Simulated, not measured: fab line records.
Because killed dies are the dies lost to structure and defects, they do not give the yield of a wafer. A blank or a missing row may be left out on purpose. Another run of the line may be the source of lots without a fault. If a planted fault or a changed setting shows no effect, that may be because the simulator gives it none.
fab line records	flow sky130
record lots=24	wafers=72	last-day=50
route steps=708 shown LDD_HVP@288 RES_XHIGH@360 LI_CONTACT@378 VIA1@481 METAL3@532 VIA4@641
lots that met no fault: from a run of the same line without faults
start-h: start of the lot's first displayed wafer, in hours after the record's first day	wait-h: how many hours have passed since the lot's step before this one	" as in the row above	L1.1+2: a row that stands for several wafers	- no value, or no start was given	* or withheld: withheld	< > ~ a bound
route shown NAME@n: names a module that has steps shown in the file, with the first one's number in the route	usual: mean/standard deviation of fault-free wafers	same: alike in all rows	chamber/n: place in a boat	sites: readings site by site	_std_site: their standard deviation	_edge_site: mean of outer sites minus mean of inner sites	radius-mm: for every site, how far away it sits from the centre of the wafer	mask NAME#n: copy n	behind: tool/chamber where the wafer was last shaped	hold: what put the lot on hold/how long, in hours/how the hold closed	device: whichever transistor did not switch (one of n, p or np)	end of line: the tests these same wafers got at the end of their route	for a step that has no rows: nothing shown but its recipe	killed: the dies lost at the first sort to structure and to defects; this is not the yield of the wafer	map: a wafer's dies, marking killed ones x, the rest . and places with no die _
set.NAME: the setting the step ran with; set.NAME@STEP: the setting that earlier step ran with	model.NAME: the simulator's own value behind a step, which no gauge read
steps of the route over a sample of lots; a table a step, a row a wafer
services: the hour from which a tool's chamber was out of use, counted from the record's first day as start-h (under 0 if before that day), plus the number of hours and why
## steps
# step SKY_LDD_HVP_TW_MEAS_10
# usual LDD_HVP_TW=457/4
lot.wafer	tool	chamber	start-h	wait-h	LDD_HVP_TW
L074.2	film-metro-02	-	500.61	0.1	459
L074.4	"	-	"	"	459
L074.6	"	-	"	"	460
L075.1	film-metro-02	-	507.90	0.1	459
L075.2	"	-	"	"	454
L075.4	"	-	"	"	453
L076.2	film-metro-02	-	511.20	0.1	456
L076.3	"	-	"	"	455
L076.4	"	-	"	"	455
L077.2	film-metro-01	-	519.65	0.1	457
L077.4	"	-	"	"	457
L077.6	"	-	"	"	456
L078.1	film-metro-02	-	530.00	0.1	453
L078.5	"	-	"	"	452
L078.6	"	-	"	"	453
L079.4	film-metro-01	-	538.97	0.1	458
L079.5	"	-	"	"	458
L079.6	"	-	"	"	459
L080.1	film-metro-02	-	545.19	0.1	452
L080.2	"	-	"	"	455
L080.5	"	-	"	"	455
L081.2	film-metro-02	-	556.05	0.1	457
L081.4	"	-	"	"	453
L081.6	"	-	"	"	454
L082.1	film-metro-01	-	566.71	0.1	453
L082.4	"	-	"	"	453
L082.6	"	-	"	"	451
L083.4	film-metro-02	-	578.32	0.1	455
L083.5	"	-	"	"	453
L083.6	"	-	"	"	454
L084.2	film-metro-03	-	582.97	0.1	465
L084.4	"	-	"	"	463
L084.6	"	-	"	"	464
L085.2	film-metro-03	-	594.32	0.1	465
L085.5	"	-	"	"	464
L085.6	"	-	"	"	465
L086.2	film-metro-02	-	602.81	0.1	452
L086.4	"	-	"	"	451
L086.6	"	-	"	"	453
L087.2	film-metro-01	-	615.87	0.1	455
L087.4	"	-	"	"	456
L087.5	"	-	"	"	456
L088.1	film-metro-03	-	616.46	0.1	465
L088.3	"	-	"	"	464
L088.4	"	-	"	"	465
L089.2	film-metro-01	-	630.20	0.1	456
L089.3	"	-	"	"	456
L089.4	"	-	"	"	454
L090.1	film-metro-01	-	632.51	0.1	457
L090.4	"	-	"	"	453
L090.6	"	-	"	"	453
L091.2	film-metro-01	-	638.51	0.1	455
L091.3	"	-	"	"	455
L091.6	"	-	"	"	456
L092.1	film-metro-01	-	642.90	0.1	457
L092.3	"	-	"	"	454
L092.4	"	-	"	"	457
L093.2	film-metro-02	-	647.17	0.1	449
L093.5	"	-	"	"	454
L093.6	"	-	"	"	452
L094.1	film-metro-02	-	656.14	0.1	455
L094.4	"	-	"	"	453
L094.6	"	-	"	"	457
L095.1	film-metro-03	-	668.75	0.1	460
L095.2	"	-	"	"	460
L095.5	"	-	"	"	462
L096.2	film-metro-02	-	681.52	0.1	454
L096.4	"	-	"	"	454
L096.5	"	-	"	"	455
L097.2	film-metro-03	-	685.17	0.1	460
L097.4	"	-	"	"	461
L097.6	"	-	"	"	462
# step SKY_SD_N_RS_MEAS_18
# recipe thk-meas-gauge=four-point-probe
# usual RES_XHIGH_RS=332.8/1.2
lot.wafer	tool	chamber	start-h	wait-h	RES_XHIGH_RS[ohm/sq]
L074.2	film-metro-04	-	654.81	0.1	333.6
L074.4	"	-	"	"	334.5
L074.6	"	-	"	"	334.0
L075.1	film-metro-04	-	657.84	0.1	331.4
L075.2	"	-	"	"	332.2
L075.4	"	-	"	"	332.2
L076.2	film-metro-04	-	661.42	0.1	332.6
L076.3	"	-	"	"	330.6
L076.4	"	-	"	"	331.6
L077.2	film-metro-01	-	670.06	0.1	332.6
L077.4	"	-	"	"	332.4
L077.6	"	-	"	"	331.1
L078.1	film-metro-01	-	676.84	0.1	331.0
L078.5	"	-	"	"	332.4
L078.6	"	-	"	"	331.1
L079.4	film-metro-03	-	686.40	0.1	330.9
L079.5	"	-	"	"	331.3
L079.6	"	-	"	"	331.5
L080.1	film-metro-03	-	691.34	0.1	334.1
L080.2	"	-	"	"	335.0
L080.5	"	-	"	"	334.2
L081.2	film-metro-04	-	704.16	0.1	333.7
L081.4	"	-	"	"	333.1
L081.6	"	-	"	"	333.0
L082.1	film-metro-01	-	714.14	0.1	332.1
L082.4	"	-	"	"	331.5
L082.6	"	-	"	"	332.7
L083.4	film-metro-01	-	726.37	0.1	332.9
L083.5	"	-	"	"	333.3
L083.6	"	-	"	"	333.8
L084.2	film-metro-03	-	727.57	0.1	331.6
L084.4	"	-	"	"	332.9
L084.6	"	-	"	"	333.5
L085.2	film-metro-03	-	737.86	0.1	333.5
L085.5	"	-	"	"	333.8
L085.6	"	-	"	"	334.7
L086.2	film-metro-01	-	744.71	0.1	330.0
L086.4	"	-	"	"	330.6
L086.6	"	-	"	"	330.7
L087.2	film-metro-01	-	777.77	0.1	332.9
L087.4	"	-	"	"	334.6
L087.5	"	-	"	"	333.9
L088.1	film-metro-04	-	778.29	0.1	333.6
L088.3	"	-	"	"	332.1
L088.4	"	-	"	"	332.4
L089.2	film-metro-01	-	778.56	0.1	332.4
L089.3	"	-	"	"	332.6
L089.4	"	-	"	"	332.8
L090.1	film-metro-03	-	779.74	0.1	331.8
L090.4	"	-	"	"	332.6
L090.6	"	-	"	"	332.0
L091.2	film-metro-03	-	781.21	0.1	331.1
L091.3	"	-	"	"	331.6
L091.6	"	-	"	"	333.0
L092.1	film-metro-03	-	783.59	0.1	334.1
L092.3	"	-	"	"	334.9
L092.4	"	-	"	"	333.5
L093.2	film-metro-03	-	785.76	0.1	331.3
L093.5	"	-	"	"	332.8
L093.6	"	-	"	"	332.1
L094.1	film-metro-04	-	796.99	0.1	334.0
L094.4	"	-	"	"	333.0
L094.6	"	-	"	"	333.3
L095.1	film-metro-04	-	810.49	0.1	334.1
L095.2	"	-	"	"	334.2
L095.5	"	-	"	"	333.9
L096.2	film-metro-01	-	822.37	0.1	331.9
L096.4	"	-	"	"	333.1
L096.5	"	-	"	"	331.6
L097.2	film-metro-03	-	823.96	0.1	333.1
L097.4	"	-	"	"	333.3
L097.6	"	-	"	"	335.2
# step SKY_LI_CONTACT_STRIP_16
# recipe chemistry=O2/N2	power-w=1400	pressure-mtorr=1500	platen-temp-c=withheld	o2-flow-sccm=3000	n2-flow-sccm=300	overash-fraction=0.5
# usual drypump-motor-current-A=5.7/0.59	n2-flow-sccm=300.2/0.89	o2-flow-sccm=2999/9.3	oes-product-au=0.376/0.0047	strip-time-to-endpoint-s=3.494/0.025
lot.wafer	tool	chamber	start-h	wait-h	drypump-motor-current-A	n2-flow-sccm	o2-flow-sccm	oes-product-au	rf-hours-counter-h	strip-time-to-endpoint-s
L074.2	plasma-asher-01	0	684.14	-	6.2	300.4	3007	0.369	87	3.451
L074.4	"	0	"	"	6.1	300.7	3024	0.375	-	3.488
L074.6	"	1	"	"	5.3	299.6	3007	0.375	-	3.498
L075.1	plasma-asher-03	0	685.86	-	5.2	300.8	2984	0.375	58	3.530
L075.2	"	1	"	"	6.3	299.7	2991	0.383	58	3.539
L075.4	"	0	"	"	5.3	300.4	2981	0.378	-	3.541
L076.2	plasma-asher-02	0	688.81	-	5.1	300.4	2991	0.376	96	3.510
L076.3	"	1	"	"	6.4	299.5	3003	0.373	-	3.510
L076.4	"	0	"	"	5.1	301.1	3001	0.376	-	3.528
L077.2	plasma-asher-03	0	699.49	-	5.2	300.6	3002	0.377	60	3.498
L077.4	"	0	"	"	5.2	300.5	2995	0.379	-	3.512
L077.6	"	1	"	"	6.3	301.1	2985	0.377	-	3.485
L078.1	plasma-asher-02	0	706.16	-	5.1	299.3	3002	0.371	98	3.457
L078.5	"	0	"	"	5.1	300.5	3003	0.385	-	3.450
L078.6	"	1	"	"	6.4	299.5	3003	0.378	-	3.489
L079.4	plasma-asher-02	0	716.90	-	5.1	300.9	3018	0.375	-	3.521
L079.5	"	0	"	"	5.1	298.3	3015	0.381	-	3.521
L079.6	"	1	"	"	6.4	301.0	3000	0.376	-	3.528
L080.1	plasma-asher-02	0	720.69	-	5.1	298.7	3003	0.380	99	3.526
L080.2	"	1	"	"	6.4	299.6	2989	0.371	99	3.502
L080.5	"	0	"	"	5.1	298.4	2992	0.380	-	3.524
L081.2	plasma-asher-02	0	733.04	-	5.1	300.1	3003	0.371	101	3.532
L081.4	"	0	"	"	5.1	299.3	2992	0.385	-	3.494
L081.6	"	1	"	"	6.4	300.3	2984	0.373	-	3.529
L082.1	plasma-asher-03	0	742.29	-	5.2	299.8	2986	0.379	64	3.494
L082.4	"	1	"	"	6.3	299.7	3012	0.378	-	3.496
L082.6	"	1	"	"	6.3	299.9	2997	0.377	-	3.488
L083.4	plasma-asher-03	0	754.47	-	5.2	301.1	3003	0.385	-	3.514
L083.5	"	0	"	"	5.2	299.7	2994	0.377	-	3.509
L083.6	"	1	"	"	6.3	299.6	2989	0.384	-	3.553
L084.2	plasma-asher-02	0	755.24	-	5.1	299.6	3002	0.375	1	3.487
L084.4	"	0	"	"	5.1	298.0	3000	0.375	-	3.500
L084.6	"	1	"	"	6.4	301.6	2987	0.381	-	3.516
L085.2	plasma-asher-01	0	765.51	-	6.1	299.7	2995	0.373	94	3.506
L085.5	"	0	"	"	6.1	299.2	2998	0.373	-	3.503
L085.6	"	1	"	"	5.2	299.3	3009	0.374	-	3.482
L086.2	plasma-asher-02	1	772.64	-	6.4	301.1	2992	0.374	3	3.509
L086.4	"	1	"	"	6.4	301.5	3012	0.373	-	3.498
L086.6	"	0	"	"	5.1	301.2	2995	0.375	-	3.479
L087.2	plasma-asher-02	0	805.79	-	5.1	298.7	3013	0.371	6	3.484
L087.4	"	0	"	"	5.1	300.5	3013	0.381	-	3.494
L087.5	"	0	"	"	5.1	300.5	3016	0.371	-	3.472
L088.1	plasma-asher-03	1	806.39	-	6.3	300.4	3017	0.378	70	3.476
L088.3	"	1	"	"	6.3	300.5	2996	0.374	-	3.504
L088.4	"	0	"	"	5.2	299.8	3005	0.381	-	3.494
L089.2	plasma-asher-01	0	806.74	-	6.1	299.6	2986	0.377	99	3.436
L089.3	"	0	"	"	6.1	299.5	2999	0.367	-	3.447
L089.4	"	1	"	"	5.2	299.7	2988	0.373	-	3.459
L090.1	plasma-asher-02	0	807.69	-	5.1	300.4	3016	0.382	7	3.465
L090.4	"	0	"	"	5.1	301.5	3011	0.372	-	3.505
L090.6	"	1	"	"	6.4	301.4	2991	0.380	-	3.494
L091.2	plasma-asher-03	0	809.24	-	5.2	300.6	2989	0.367	70	3.480
L091.3	"	0	"	"	5.2	301.5	2984	0.371	-	3.487
L091.6	"	1	"	"	6.3	300.7	2998	0.384	-	3.526
L092.1	plasma-asher-03	0	810.99	-	5.2	301.0	3004	0.369	71	3.502
L092.3	"	1	"	"	6.3	300.6	2986	0.375	-	3.501
L092.4	"	0	"	"	5.2	301.0	2997	0.371	-	3.481
L093.2	plasma-asher-02	0	813.09	-	5.1	300.0	2993	0.378	7	3.436
L093.5	"	1	"	"	6.4	299.3	2994	0.366	-	3.441
L093.6	"	0	"	"	5.1	299.4	2991	0.368	-	3.422
L094.1	plasma-asher-01	0	824.19	-	6.1	300.3	2994	0.379	100	3.499
L094.4	"	0	"	"	6.1	299.8	2994	0.375	-	3.491
L094.6	"	1	"	"	5.2	300.1	3003	0.376	-	3.500
L095.1	plasma-asher-02	0	837.11	-	5.1	299.1	2994	0.373	9	3.484
L095.2	"	1	"	"	6.5	300.9	2995	0.382	9	3.484
L095.5	"	1	"	"	6.5	301.3	2996	0.376	-	3.486
L096.2	plasma-asher-01	0	849.14	-	6.1	301.5	3006	0.368	103	3.500
L096.4	"	1	"	"	5.2	299.7	3021	0.385	-	3.518
L096.5	"	0	"	"	6.1	301.5	3000	0.374	-	3.506
L097.2	plasma-asher-02	0	850.26	-	5.1	299.7	3000	0.369	11	3.496
L097.4	"	0	"	"	5.1	300.1	3013	0.372	-	3.501
L097.6	"	0	"	"	5.1	299.8	3002	0.379	-	3.489
# step SKY_VIA1_THK_MEAS_23
# recipe thk-meas-gauge=xrf	reads=W_of_VIA1_CVD_21
# usual VIA1_W_THK=272/3.3
lot.wafer	tool	chamber	start-h	wait-h	VIA1_W_THK[nm]
L074.2	film-metro-01	-	799.78	0.1	273
L074.4	"	-	"	"	276
L074.6	"	-	"	"	271
L075.1	film-metro-04	-	801.07	0.1	269
L075.2	"	-	"	"	269
L075.4	"	-	"	"	270
L076.2	film-metro-01	-	803.83	0.1	274
L076.3	"	-	"	"	274
L076.4	"	-	"	"	275
L077.2	film-metro-04	-	815.53	0.1	273
L077.4	"	-	"	"	271
L077.6	"	-	"	"	275
L078.1	film-metro-04	-	823.40	0.1	274
L078.5	"	-	"	"	269
L078.6	"	-	"	"	274
L079.4	film-metro-01	-	829.92	0.1	272
L079.5	"	-	"	"	269
L079.6	"	-	"	"	270
L080.1	film-metro-01	-	835.24	0.1	270
L080.2	"	-	"	"	270
L080.5	"	-	"	"	266
L081.2	film-metro-03	-	846.03	0.1	270
L081.4	"	-	"	"	275
L081.6	"	-	"	"	271
L082.1	film-metro-01	-	853.90	0.1	269
L082.4	"	-	"	"	269
L082.6	"	-	"	"	272
L083.4	film-metro-04	-	868.56	0.1	267
L083.5	"	-	"	"	269
L083.6	"	-	"	"	268
L084.2	film-metro-01	-	868.57	0.1	275
L084.4	"	-	"	"	274
L084.6	"	-	"	"	275
L085.2	film-metro-01	-	878.92	0.1	272
L085.5	"	-	"	"	271
L085.6	"	-	"	"	270
L086.2	film-metro-03	-	884.34	0.1	269
L086.4	"	-	"	"	264
L086.6	"	-	"	"	266
L087.2	film-metro-01	-	916.03	0.1	272
L087.4	"	-	"	"	274
L087.5	"	-	"	"	272
L088.1	film-metro-01	-	917.01	0.1	273
L088.3	"	-	"	"	272
L088.4	"	-	"	"	268
L089.2	film-metro-04	-	917.37	0.1	263
L089.3	"	-	"	"	271
L089.4	"	-	"	"	265
L090.1	film-metro-01	-	917.72	0.1	275
L090.4	"	-	"	"	277
L090.6	"	-	"	"	274
L091.2	film-metro-03	-	918.04	0.1	275
L091.3	"	-	"	"	272
L091.6	"	-	"	"	273
L092.1	film-metro-03	-	920.79	0.1	273
L092.3	"	-	"	"	276
L092.4	"	-	"	"	276
L093.2	film-metro-03	-	924.07	0.1	272
L093.5	"	-	"	"	274
L093.6	"	-	"	"	273
L094.1	film-metro-03	-	933.20	0.1	276
L094.4	"	-	"	"	274
L094.6	"	-	"	"	272
L095.1	film-metro-03	-	945.79	0.1	274
L095.2	"	-	"	"	277
L095.5	"	-	"	"	275
L096.2	film-metro-01	-	956.13	0.1	275
L096.4	"	-	"	"	275
L096.5	"	-	"	"	272
L097.2	film-metro-04	-	956.78	0.1	271
L097.4	"	-	"	"	272
L097.6	"	-	"	"	270
# step SKY_METAL3_SPUTTER_00
# recipe material=Ti	target-thk-nm=15	power-w=3000	time-s=10	chamber-pressure-pa=0.4
# usual chamber-pressure-pa=0.4000/0.00087	throttle-valve-pct=29.8/1.1
lot.wafer	tool	chamber	start-h	wait-h	chamber-pressure-pa	throttle-valve-pct
L074.2	pvd-sputter-02	-	855.00	0.2	0.4004	30.4
L074.4	"	-	"	"	0.4003	29.4
L074.6	"	-	"	"	0.3996	30.5
L075.1	pvd-sputter-02	-	857.80	0.2	0.4005	27.6
L075.2	"	-	"	"	0.4004	30.6
L075.4	"	-	"	"	0.3997	30.6
L076.2	pvd-sputter-03	-	860.42	0.1	0.3987	30.3
L076.3	"	-	"	"	0.3995	29.8
L076.4	"	-	"	"	0.4008	30.6
L077.2	pvd-sputter-04	-	871.82	0.1	0.4005	30.0
L077.4	"	-	"	"	0.4003	31.1
L077.6	"	-	"	"	0.3991	31.0
L078.1	pvd-sputter-04	-	879.45	0.2	0.3999	30.3
L078.5	"	-	"	"	0.3991	27.8
L078.6	"	-	"	"	0.3996	29.9
L079.4	pvd-sputter-02	-	886.02	0.1	0.4015	30.6
L079.5	"	-	"	"	0.4000	27.7
L079.6	"	-	"	"	0.4002	30.3
L080.1	pvd-sputter-02	-	891.20	0.1	0.3979	29.0
L080.2	"	-	"	"	0.3992	30.3
L080.5	"	-	"	"	0.3988	29.0
L081.2	pvd-sputter-02	-	901.89	0.2	0.4006	27.5
L081.4	"	-	"	"	0.3995	28.8
L081.6	"	-	"	"	0.4009	30.4
L082.1	pvd-sputter-04	-	909.02	0.1	0.3989	27.7
L082.4	"	-	"	"	0.4004	31.4
L082.6	"	-	"	"	0.3997	29.8
L083.4	pvd-sputter-02	-	921.86	0.2	0.3988	29.2
L083.5	"	-	"	"	0.3985	30.4
L083.6	"	-	"	"	0.3999	28.9
L084.2	pvd-sputter-03	-	921.94	0.1	0.4003	30.9
L084.4	"	-	"	"	0.4000	30.1
L084.6	"	-	"	"	0.3990	30.1
L085.2	pvd-sputter-03	-	932.95	0.1	0.3989	30.3
L085.5	"	-	"	"	0.4004	30.3
L085.6	"	-	"	"	0.3996	30.7
L086.2	pvd-sputter-03	-	937.84	0.2	0.3987	30.4
L086.4	"	-	"	"	0.4021	30.6
L086.6	"	-	"	"	0.3994	30.1
L087.2	pvd-sputter-03	-	968.65	0.2	0.3980	30.4
L087.4	"	-	"	"	0.4006	30.6
L087.5	"	-	"	"	0.3999	30.5
L088.1	pvd-sputter-04	-	969.85	0.2	0.4000	29.9
L088.3	"	-	"	"	0.3997	31.1
L088.4	"	-	"	"	0.4008	30.4
L089.2	pvd-sputter-02	-	970.15	0.2	0.3981	27.6
L089.3	"	-	"	"	0.3993	30.7
L089.4	"	-	"	"	0.3994	28.9
L090.1	pvd-sputter-02	-	970.45	0.1	0.3999	30.2
L090.4	"	-	"	"	0.4024	27.3
L090.6	"	-	"	"	0.4014	29.3
L091.2	pvd-sputter-04	-	970.80	0.1	0.3997	31.2
L091.3	"	-	"	"	0.4000	28.1
L091.6	"	-	"	"	0.4002	30.1
L092.1	pvd-sputter-02	-	973.68	0.2	0.3996	30.8
L092.3	"	-	"	"	0.4000	30.2
L092.4	"	-	"	"	0.3994	29.3
L093.2	pvd-sputter-03	-	976.24	0.2	0.3993	30.6
L093.5	"	-	"	"	0.3995	30.1
L093.6	"	-	"	"	0.3983	30.6
L094.1	pvd-sputter-02	-	985.36	0.2	0.4003	30.4
L094.4	"	-	"	"	0.3991	29.1
L094.6	"	-	"	"	0.4010	29.1
L095.1	pvd-sputter-03	-	998.09	0.2	0.3993	30.5
L095.2	"	-	"	"	0.4003	30.1
L095.5	"	-	"	"	0.4002	30.6
L096.2	pvd-sputter-03	-	1006.23	0.1	0.4005	30.2
L096.4	"	-	"	"	0.3991	30.3
L096.5	"	-	"	"	0.4002	30.4
L097.2	pvd-sputter-03	-	1008.19	0.1	0.4003	30.5
L097.4	"	-	"	"	0.4012	30.4
L097.6	"	-	"	"	0.3997	30.3
# step SKY_VIA4_CMP_02
# recipe material=SiO2	down-force-psi=4	platen-rpm=60	pad-velocity-m-s=0.94248
# usual motor-current-A=12.0/0.92
lot.wafer	tool	chamber	start-h	wait-h	motor-current-A
L074.2	cmp-02	1	986.09	0.1	12.3
L074.4	"	3	"	"	11.0
L074.6	"	1	"	"	12.6
L075.1	cmp-02	2	989.04	0.1	12.1
L075.2	"	3	"	"	11.3
L075.4	"	1	"	"	12.2
L076.3	cmp-02	1	991.66	0.0	12.6
L076.2	"	3	"	"	12.0
L076.4	"	0	"	"	10.7
L077.2	cmp-01	0	1000.82	0.0	11.7
L077.4	"	2	"	"	12.5
L077.6	"	1	"	"	10.3
L078.1	cmp-02	2	1007.67	0.1	11.7
L078.5	"	2	"	"	11.5
L078.6	"	3	"	"	11.5
L079.4	cmp-02	2	1015.44	0.1	12.4
L079.6	"	1	"	"	12.3
L079.5	"	2	"	"	12.0
L080.2	cmp-01	1	1018.87	0.0	10.2
L080.1	"	3	"	"	14.0
L080.5	"	1	"	"	10.3
L081.2	cmp-02	3	1027.43	0.1	11.0
L081.4	"	1	"	"	12.8
L081.6	"	2	"	"	12.2
L082.1	cmp-02	3	1034.18	0.1	11.7
L082.4	"	0	"	"	11.6
L082.6	"	0	"	"	10.9
L083.4	cmp-02	0	1046.47	0.1	11.7
L083.6	"	2	"	"	12.5
L083.5	"	3	"	"	11.6
L084.4	cmp-01	1	1048.49	0.1	10.3
L084.2	"	3	"	"	13.9
L084.6	"	2	"	"	11.7
L085.2	cmp-02	3	1057.26	0.1	11.9
L085.6	"	2	"	"	12.4
L085.5	"	3	"	"	12.0
L086.4	cmp-01	1	1058.57	0.1	10.2
L086.2	"	2	"	"	11.7
L086.6	"	0	"	"	11.9
L087.4	cmp-01	3	1087.46	0.0	14.5
L087.2	"	0	"	"	12.0
L087.5	"	0	"	"	12.7
L088.3	cmp-02	3	1088.98	0.4	11.7
L088.4	"	0	"	"	11.4
L088.1	"	1	"	"	12.4
L089.3	cmp-01	3	1089.10	0.0	13.2
L089.4	"	0	"	"	11.6
L089.2	"	2	"	"	12.3
L090.4	cmp-01	0	1090.46	0.1	12.1
L090.1	"	2	"	"	11.3
L090.6	"	0	"	"	11.8
L091.2	cmp-02	3	1090.74	0.1	12.0
L091.3	"	0	"	"	11.3
L091.6	"	2	"	"	12.5
L092.4	cmp-02	3	1091.98	0.0	11.7
L092.1	"	0	"	"	11.2
L092.3	"	1	"	"	12.2
L093.2	cmp-01	3	1095.72	0.3	14.1
L093.5	"	3	"	"	14.0
L093.6	"	0	"	"	11.8
L094.4	cmp-01	1	1102.87	0.0	10.4
L094.1	"	0	"	"	12.0
L094.6	"	2	"	"	12.2
L095.1	cmp-01	0	1114.41	0.3	12.6
L095.2	"	1	"	"	10.5
L095.5	"	3	"	"	13.6
L097.2	cmp-01	3	1121.37	0.0	13.4
L097.4	"	1	"	"	11.0
L097.6	"	0	"	"	12.2
L096.4	cmp-02	2	1121.63	0.0	11.9
L096.2	"	1	"	"	12.4
L096.5	"	2	"	"	12.5
## services
tool	chamber	start-h	hours	kind
cmp-02	-	675.05	1.5	repair
cmp-01	-	677.46	4.9	pm
cmp-02	-	684.87	4.3	repair
cmp-02	-	692.17	0.6	repair
cmp-02	-	708.03	1.9	repair
plasma-asher-02	-	733.79	9.0	pm
cmp-02	-	744.00	4.0	pm
cmp-02	-	781.76	1.7	repair
cmp-02	-	839.38	2.3	repair
cmp-02	-	856.23	11.6	pm
cmp-01	-	896.85	4.7	pm
cmp-01	-	912.01	4.0	pm
cmp-01	-	934.81	3.2	repair
cmp-01	-	936.22	2.3	repair
plasma-asher-02	-	947.82	1.1	repair
plasma-asher-02	-	951.98	23.5	repair
cmp-02	-	966.58	3.5	repair
plasma-asher-02	-	975.45	28.1	pm
cmp-02	-	1019.09	7.9	pm
cmp-02	-	1073.41	5.5	repair
cmp-02	-	1078.04	6.3	repair
cmp-02	-	1084.33	4.0	pm
cmp-02	-	1095.65	3.5	pm
plasma-asher-02	-	1105.18	4.0	repair
## key
fault none
